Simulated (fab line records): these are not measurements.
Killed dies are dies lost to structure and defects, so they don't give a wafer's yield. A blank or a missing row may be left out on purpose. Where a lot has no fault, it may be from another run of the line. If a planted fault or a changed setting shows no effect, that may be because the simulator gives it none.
fab line records    flow sfq_line
record lots=14  wafers=42  last_day=86
route steps=325 shown I2@105 I4@176 A5B@209 I5@236
lots that met no fault: taken from a fault-free run of the same line
start_h: start of the lot's first displayed wafer, in hours after the record's first day    wait_h: time in hours since the lot's previous step    " identical to the entry in the row above    L1.1+2: one row covering several wafers at once    - value missing, or start not given    * or withheld: withheld    < > ~ a bound
route shown NAME@n: a module of which the file shows steps, and the number in the route of the first    usual: the fault-free wafers' mean and standard deviation    same: alike in all rows    chamber/n: place in a boat    sites: each site's reading    _std_site: their standard deviation    _edge_site: inner sites' mean taken away from outer sites' mean    radius_mm: how far each site lies from the wafer's centre    mask NAME#n: copy n    behind: the last tool/chamber to shape the wafer    hold: the reason the lot was held/the length of the hold in hours/how it ended    device: whichever transistor did not switch (one of n, p or np)    end of line: the tests these same wafers got at the end of their route    step lacking rows: just its recipe    killed: count of dies lost to structure and defects at first sort (not the wafer's yield)    map: a wafer's dies, x killed, . not, _ none there
set.NAME: the setting that was run; set.NAME@STEP: the one run at that earlier step    model.NAME: the simulator's own value behind a step, which no gauge read
the route's steps for a sample of lots (tables are steps, rows are wafers)
services: a tool's chamber out of use, with start hour (start_h, from the record's first day; less than 0 if before it), hours out, and reason
## steps
# step SFQ_I2_BOW_MEAS_917
# recipe mode=bow
# usual I2_BOW=3/8.3
lot.wafer  tool           chamber  start_h  wait_h  I2_BOW[um]
L446.4     film_metro-03  -        566.21   1.6     8
L446.5     "              -        "        "       6
L446.6     "              -        "        "       7
L447.1     film_metro-02  -        579.10   1.0     7
L447.2     "              -        "        "       3
L447.3     "              -        "        "       5
L448.1     film_metro-04  -        636.58   1.5     -4
L448.2     "              -        "        "       5
L448.6     "              -        "        "       -9
L449.1     film_metro-03  -        639.58   1.5     9
L449.2     "              -        "        "       14
L449.4     "              -        "        "       8
L454.2     film_metro-03  -        798.49   1.0     1
L454.3     "              -        "        "       1
L454.5     "              -        "        "       -5
L455.1     film_metro-02  -        806.17   2.5     19
L455.3     "              -        "        "       -3
L455.4     "              -        "        "       -1
L456.1     film_metro-04  -        818.90   1.0     -7
L456.3     "              -        "        "       -3
L456.4     "              -        "        "       -1
L461.1     film_metro-02  -        855.21   2.5     -3
L461.2     "              -        "        "       -2
L461.3     "              -        "        "       -1
L462.2     film_metro-04  -        870.20   2.0     -6
L462.3     "              -        "        "       7
L462.6     "              -        "        "       10
L463.1     film_metro-04  -        878.51   1.0     -3
L463.3     "              -        "        "       -10
L463.6     "              -        "        "       -3
L464.1     film_metro-04  -        885.71   2.5     19
L464.4     "              -        "        "       -2
L464.5     "              -        "        "       2
L466.1     film_metro-04  -        900.74   2.0     -1
L466.4     "              -        "        "       7
L466.5     "              -        "        "       15
L467.2     film_metro-02  -        912.72   1.5     -3
L467.3     "              -        "        "       8
L467.5     "              -        "        "       -2
L468.2     film_metro-04  -        926.08   1.0     -14
L468.4     "              -        "        "       2
L468.6     "              -        "        "       3
# step SFQ_TRILAYER_I4_VIA_STRIP_STRIP_107
# recipe gas=O2  power_w=200  platen_temp_c=40  overash_fraction=0.65  chemistry=O2  pressure_mtorr=50
# usual drypump_motor_current_A=5.60/0.23  oes_product_au=1.000/0.0089
lot.wafer  tool          chamber  start_h  wait_h  drypump_motor_current_A  oes_product_au  rf_hours_counter_h
L446.4     rie_metal-04  0        1007.02  -       5.57                     1.004           -
L446.5     "             0        "        "       5.58                     1.000           -
L446.6     "             1        "        "       5.67                     1.019           -
L447.1     rie_metal-01  0        1008.02  -       5.22                     1.011           111
L447.2     "             0        "        "       5.21                     0.990           -
L447.3     "             0        "        "       5.22                     0.997           -
L448.1     rie_metal-01  0        1086.18  -       5.19                     0.987           125
L448.2     "             0        "        "       5.19                     0.999           -
L448.6     "             0        "        "       5.16                     0.998           -
L449.1     rie_metal-01  1        1094.58  -       5.98                     1.011           0
L449.2     "             0        "        "       5.18                     0.989           125
L449.4     "             1        "        "       6.00                     1.002           -
L454.2     rie_metal-01  0        1236.49  -       5.23                     0.993           8
L454.3     "             1        "        "       5.99                     0.995           -
L454.5     "             0        "        "       5.24                     0.994           -
L455.1     rie_metal-01  1        1243.69  -       5.96                     0.994           25
L455.3     "             0        "        "       5.22                     1.008           -
L455.4     "             1        "        "       5.95                     0.999           -
L456.1     rie_metal-01  1        1261.69  -       5.99                     1.004           28
L456.3     "             0        "        "       5.21                     1.016           -
L456.4     "             1        "        "       5.99                     1.004           -
L461.1     rie_metal-04  1        1300.92  -       5.66                     0.981           0
L461.2     "             0        "        "       5.59                     0.987           16
L461.3     "             0        "        "       5.57                     0.987           -
L462.2     rie_metal-02  1        1350.34  -       5.74                     1.004           70
L462.3     "             0        "        "       5.58                     1.000           -
L462.6     "             0        "        "       5.57                     0.997           -
L463.1     rie_metal-04  1        1352.74  -       5.68                     1.001           8
L463.3     "             0        "        "       5.57                     1.003           -
L463.6     "             0        "        "       5.56                     0.993           -
L464.1     rie_metal-02  0        1361.14  -       5.56                     0.999           24
L464.4     "             0        "        "       5.58                     1.011           -
L464.5     "             0        "        "       5.59                     1.013           -
L466.1     rie_metal-02  0        1367.14  -       5.58                     1.006           25
L466.4     "             0        "        "       5.58                     0.992           -
L466.5     "             0        "        "       5.59                     0.999           -
L467.2     rie_metal-04  0        1368.34  -       5.58                     0.991           25
L467.3     "             1        "        "       5.63                     0.993           -
L467.5     "             0        "        "       5.57                     0.984           -
L468.2     rie_metal-02  1        1380.25  -       5.80                     1.007           74
L468.4     "             1        "        "       5.80                     1.005           -
L468.6     "             0        "        "       5.60                     0.993           -
# step SFQ_TRILAYER_A5B_DEP_PECVD_129
# recipe material=SiO2  temp_c=150  time_s=133.33  pressure_torr=2.4  rf_w=183.3  precursor=SiH4/N2O  target_thk_nm=600
# usual chamber_pressure_Torr=2.399/0.0052  heater_power_w=86/16  rf_fwd_power_W=182.5/0.65  showerhead_vpp_V=844/45  susceptor_temp_C=150.00/0.14  throttle_valve_pct=24.9/1.4
lot.wafer  tool      chamber  start_h  wait_h  chamber_pressure_Torr  heater_power_w  rf_fwd_power_W  showerhead_vpp_V  since_wet_clean_h  susceptor_temp_C  throttle_valve_pct
L446.4     pecvd-03  1        1165.43  0.0     2.400                  66              182.0           876               -                  149.84            27.6
L446.5     "         2        "        "       2.394                  122             182.4           775               -                  149.92            24.3
L446.6     "         0        "        "       2.402                  68              181.0           908               -                  150.10            24.9
L447.1     pecvd-01  2        1165.74  0.0     2.405                  81              182.2           786               219                150.03            24.0
L447.2     "         1        "        "       2.390                  95              181.5           890               219                149.89            23.1
L447.3     "         0        "        "       2.394                  78              183.4           832               219                150.00            23.1
L448.1     pecvd-02  1        1242.45  0.0     2.401                  94              181.8           847               1404               150.05            26.5
L448.2     "         0        "        "       2.404                  92              181.1           788               1404               149.93            25.2
L448.6     "         0        "        "       2.399                  97              182.1           792               -                  150.14            25.1
L449.1     pecvd-01  0        1243.38  0.0     2.393                  68              183.0           836               296                149.88            23.9
L449.2     "         1        "        "       2.407                  83              183.2           888               296                150.11            23.1
L449.4     "         0        "        "       2.402                  71              182.9           834               -                  150.14            23.5
L454.2     pecvd-03  1        1251.65  0.0     2.409                  43              255.5           1015              1043               150.08            28.1
L454.3     "         0        "        "       2.395                  45              255.2           1087              1043               150.08            24.7
L454.5     "         1        "        "       2.403                  44              255.2           1025              -                  150.00            27.8
L455.1     pecvd-03  0        1263.03  0.0     2.389                  37              255.4           1081              1055               150.35            24.9
L455.3     "         2        "        "       2.399                  91              256.0           947               1055               149.89            24.2
L455.4     "         2        "        "       2.402                  93              256.4           936               -                  149.86            24.4
L456.1     pecvd-02  0        1272.60  0.0     2.402                  81              182.6           792               1434               150.10            25.0
L456.3     "         1        "        "       2.404                  97              182.8           854               -                  149.94            26.8
L456.4     "         0        "        "       2.397                  88              182.9           776               -                  150.11            24.8
L461.1     pecvd-01  1        1318.54  0.0     2.392                  99              183.0           892               371                149.65            23.5
L461.2     "         0        "        "       2.397                  77              182.3           843               371                149.80            24.2
L461.3     "         2        "        "       2.401                  78              182.8           797               371                150.09            24.4
L462.2     pecvd-01  1        1362.10  0.0     2.398                  91              182.8           884               415                149.88            23.3
L462.3     "         2        "        "       2.398                  87              182.7           796               415                149.92            24.2
L462.6     "         1        "        "       2.401                  94              182.4           887               -                  149.92            23.5
L463.1     pecvd-03  0        1364.50  0.0     2.394                  60              182.2           906               1156               150.11            24.9
L463.3     "         2        "        "       2.397                  114             182.6           802               1156               150.07            23.6
L463.6     "         1        "        "       2.396                  68              182.4           875               -                  150.08            27.9
L464.1     pecvd-03  1        1372.61  0.0     2.393                  71              183.4           865               1164               149.88            27.7
L464.4     "         0        "        "       2.401                  65              182.0           922               -                  149.84            24.7
L464.5     "         1        "        "       2.399                  71              182.5           884               -                  149.88            27.8
L466.1     pecvd-03  2        1515.89  0.0     2.398                  110             183.4           778               1308               149.72            24.0
L466.4     "         2        "        "       2.395                  118             183.1           797               -                  149.98            24.2
L466.5     "         2        "        "       2.398                  122             183.8           772               -                  150.09            24.0
L467.2     pecvd-01  2        1519.49  0.0     2.398                  88              182.1           792               572                149.94            24.6
L467.3     "         0        "        "       2.400                  76              183.6           830               572                150.05            25.3
L467.5     "         1        "        "       2.393                  98              183.8           872               -                  149.86            23.9
L468.2     pecvd-03  1        1526.69  0.0     2.396                  70              182.6           871               1318               149.97            28.0
L468.4     "         2        "        "       2.399                  118             183.0           774               -                  149.91            23.9
L468.6     "         1        "        "       2.394                  72              182.7           880               -                  150.06            28.3
# step SFQ_TRILAYER_I5_BARC_OPEN_VIA_ETCH_200
# recipe mask_material=PR  chemistry=O2  target_depth_nm=125  target=BARC  source_w=500  bias_w=80  pressure_mtorr=30  time_s=41.7
# usual drypump_motor_current_A=5.6/0.49  oes_product_au=0.685/0.0041
lot.wafer  tool         chamber  start_h  wait_h  drypump_motor_current_A  oes_product_au  rf_hours_counter_h
L446.4     rie_diel-01  2        1454.82  0.0     5.8                      0.681           19
L446.5     "            3        "        "       6.1                      0.683           -
L446.6     "            2        "        "       5.8                      0.681           -
L447.1     rie_diel-02  3        1456.02  0.0     5.7                      0.684           13
L447.2     "            0        "        "       6.0                      0.681           16
L447.3     "            1        "        "       4.8                      0.689           20
L448.1     rie_diel-01  0        1529.26  0.0     5.5                      0.680           8
L448.2     "            1        "        "       5.0                      0.688           1
L448.6     "            0        "        "       5.5                      0.688           -
L449.1     rie_diel-02  0        1531.66  0.0     6.0                      0.688           18
L449.2     "            3        "        "       5.7                      0.685           14
L449.4     "            2        "        "       6.3                      0.687           12
L454.2     rie_diel-02  0        1546.06  0.0     6.0                      0.685           18
L454.3     "            3        "        "       5.7                      0.683           15
L454.5     "            1        "        "       4.8                      0.690           -
L455.1     rie_diel-01  3        1550.98  0.0     6.1                      0.679           12
L455.3     "            2        "        "       5.8                      0.684           0
L455.4     "            0        "        "       5.4                      0.680           9
L456.1     rie_diel-02  0        1559.38  0.0     6.0                      0.683           18
L456.3     "            1        "        "       4.8                      0.683           1
L456.4     "            2        "        "       6.2                      0.680           12
L461.1     rie_diel-02  2        1595.38  0.0     6.3                      0.676           13
L461.2     "            1        "        "       4.8                      0.688           2
L461.3     "            3        "        "       5.7                      0.690           15
L462.2     rie_diel-01  2        1631.03  0.0     5.8                      0.690           2
L462.3     "            1        "        "       5.0                      0.687           2
L462.6     "            3        "        "       6.0                      0.691           -
L463.1     rie_diel-04  2        1635.83  0.0     5.2                      0.684           1
L463.3     "            1        "        "       4.9                      0.686           11
L463.6     "            0        "        "       5.1                      0.688           -
L464.1     rie_diel-02  3        1640.63  0.0     5.7                      0.681           16
L464.4     "            1        "        "       4.8                      0.687           2
L464.5     "            3        "        "       5.7                      0.679           -
L466.1     rie_diel-02  0        1645.43  0.0     6.0                      0.684           0
L466.4     "            1        "        "       4.8                      0.683           2
L466.5     "            1        "        "       4.8                      0.678           -
L467.2     rie_diel-01  1        1649.09  0.0     5.1                      0.689           3
L467.3     "            3        "        "       6.1                      0.682           14
L467.5     "            0        "        "       5.4                      0.686           -
L468.2     rie_diel-01  3        1655.09  0.0     6.1                      0.690           14
L468.4     "            1        "        "       5.0                      0.686           3
L468.6     "            0        "        "       5.5                      0.688           -
## services
tool          chamber  start_h  hours  kind
rie_metal-01  1        996.87   20.7   repair
rie_diel-01   -        1010.33  1.7    repair
pecvd-03      -        1058.21  14.6   pm
rie_diel-02   1        1068.50  1.5    repair
rie_diel-01   3        1086.42  15.3   repair
rie_diel-01   0        1097.26  4.2    repair
rie_metal-01  -        1115.71  0.1    repair
pecvd-03      -        1139.70  1.8    repair
rie_diel-01   -        1176.39  4.7    repair
rie_diel-02   -        1206.94  15.6   pm
rie_metal-01  -        1241.57  1.2    repair
rie_diel-01   1        1261.11  3.0    repair
rie_diel-02   0        1282.01  8.1    repair
pecvd-03      2        1288.99  13.4   repair
rie_diel-02   3        1290.03  4.8    repair
rie_diel-02   0        1418.98  3.7    repair
rie_diel-02   -        1466.93  1.1    repair
rie_diel-02   3        1471.89  4.8    repair
rie_diel-02   -        1488.11  0.9    repair
rie_diel-02   -        1506.60  2.8    pm
pecvd-03      1        1512.37  6.3    repair
pecvd-03      -        1592.37  2.8    pm
rie_diel-02   3        1634.01  1.4    repair
pecvd-03      1        1650.92  9.0    repair
## key
first_sign step=SFQ_TRILAYER_A5B_DEP_PECVD_129  reading=rf_fwd_power_W  direction=up  sigmas=99+  usual=182.5  struck=255.6
effect step=SFQ_TRILAYER_A5B_DEP_PECVD_129  reading=showerhead_vpp_V  direction=up  sigmas=3.8  usual=844  struck=1015
met_at SFQ_TRILAYER_A5B_DEP_PECVD_129
struck_lots L454,L455
not_acting_at SFQ_I2_BOW_MEAS_917,SFQ_TRILAYER_I4_VIA_STRIP_STRIP_107,SFQ_TRILAYER_I5_BARC_OPEN_VIA_ETCH_200
onset_between 1165.43 1251.65
fault kind=process_parameter_drift  tool=pecvd-03  chamber=-  onset_h=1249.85  steps=SFQ_TRILAYER_A5B_DEP_PECVD_129  channel=rf_w  offset=73.32  shape=step  end_h=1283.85  acts_in=these_recipes_only  stated=183.3
